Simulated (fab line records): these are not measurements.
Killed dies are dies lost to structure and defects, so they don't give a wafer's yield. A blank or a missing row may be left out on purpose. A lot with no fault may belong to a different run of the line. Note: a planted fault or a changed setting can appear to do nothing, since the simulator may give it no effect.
Struck lot and sound lot, side by side + flow gf180mcu + 16 steps out of a route of 602
Sound: wafers L371.2, L371.3, L371.5. The struck wafers were L382.2, L382.4, L382.5. Last of all comes the cause.
Order at every step that has rows: each side's tool, ch and its chambers, its first start. Under that, the readings that differ: sound wafers + struck wafers + difference of the means + sigmas: that difference in standard deviations of wafers without a fault.
alike: a reading whose means differ by less than 2 such deviations, as well as words and numbers matching on both sides. not compared: withheld readings; readings where some wafer has no value; bounds like >300 that might hide an equal value; numbers whose values overlap and for which the record gives no deviation.
A row with sigmas, a row that says differs or no value, or rows on one side alone: a step with any of these is where the two part. When numbers do not overlap yet have no deviation, they are printed without sigmas and do not part them. Lack of a reading on every wafer of one side parts them only where that side has two or more wafers.

GF_HV_LDD_THK_MEAS_57:
  struck on filmMetro-02, day 19 18:23; sound on filmMetro-01, day 16 00:00
  alike: HV_LDD_CVD_56_THK
GF_HV_LDD_ETCHBACK_58: etches Si3N4 in CH3F/O2, stops on SiO2, time 100 s, target depth 90 nm.
  sound on rieDiel-03 ch 1,2, day 16 00:03; struck on rieDiel-01 ch 0,1,2, day 19 18:26
  alike: drypumpMotorCurrentA, oesProductAu, throttleValvePct
  not compared: rfHoursCounterH
then, 7 steps without rows for these wafers: GF_NSD_DEHYDRATE_00 (time 60 s); GF_NSD_HMDS_01 (prime time 60 s); GF_NSD_COAT_02 (resist thk 1000 nm); GF_NSD_SOFTBAKE_03 (time 60 s); GF_NSD_EXPOSE_04 (exposes mask Nplus, target cd 400 nm); GF_NSD_PEB_05; GF_NSD_DEVELOP_06 (develop time 60 s).
GF_NSD_CD_MEAS_07 targets a cd of 400 nm.
  struck on cdSem-01, day 20 18:16; sound on cdSem-02, day 16 22:31
  alike: cdNm
GF_NSD_OVL_MEAS_08:
  struck on overlay-02, day 20 18:22; sound on overlay-01, day 16 22:37
  alike: NSD_OVL
after that, 1 step had no rows for these wafers: GF_NSD_IMPLANT_09.
GF_NSD_IMPLANT_10:
  sound on implanter-01 ch 0, day 16 22:50; struck on implanter-03 ch 0, day 20 18:35
| reading                  | sound                | struck               | difference | sigmas      |
|--------------------------|----------------------|----------------------|------------|-------------|
| beamEnergyKeV            | 39.978 39.985 40.001 | 45.677 45.680 45.672 | +5.688     | +99 or more |
| model.implant.rpNm (nm)  | 48.67 48.67 48.67    | 54.97 54.97 54.97    | +6.30      |             |
| model.implant.drpNm (nm) | 21.16 21.16 21.16    | 23.68 23.68 23.68    | +2.52      |             |
  alike: doseIonsCm2, tiltDeg
GF_NSD_STRIP_11: strips in O2/N2.
  sound on plasmaAsher-04 ch 0,1, day 16 22:57; struck on plasmaAsher-02 ch 0,1, day 20 18:42
| reading                  | sound             | struck            | difference | sigmas |
|--------------------------|-------------------|-------------------|------------|--------|
| stripTimeToEndpointS (s) | 22.92 22.96 22.91 | 23.24 23.28 23.22 | +0.32      | +8     |
  alike: drypumpMotorCurrentA, heaterPowerW, oesProductAu
  not compared: rfHoursCounterH
GF_NSD_TW_MEAS_12:
  struck on filmMetro-02, day 20 18:49; sound on filmMetro-04, day 16 23:04
  alike: NSD_TW
after that, 1 step had no rows for these wafers: GF_PASSIVATION_PROBE_99.

## WHERE THEY PART
At GF_NSD_IMPLANT_10 first; at GF_NSD_STRIP_11 last (within this record only). Later steps at which nothing parts them and some readings are alike: GF_NSD_TW_MEAS_12.

WHY: what had been put in by the simulator
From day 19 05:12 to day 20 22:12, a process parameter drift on implanter-03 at GF_NSD_IMPLANT_10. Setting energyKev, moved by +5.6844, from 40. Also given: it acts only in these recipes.
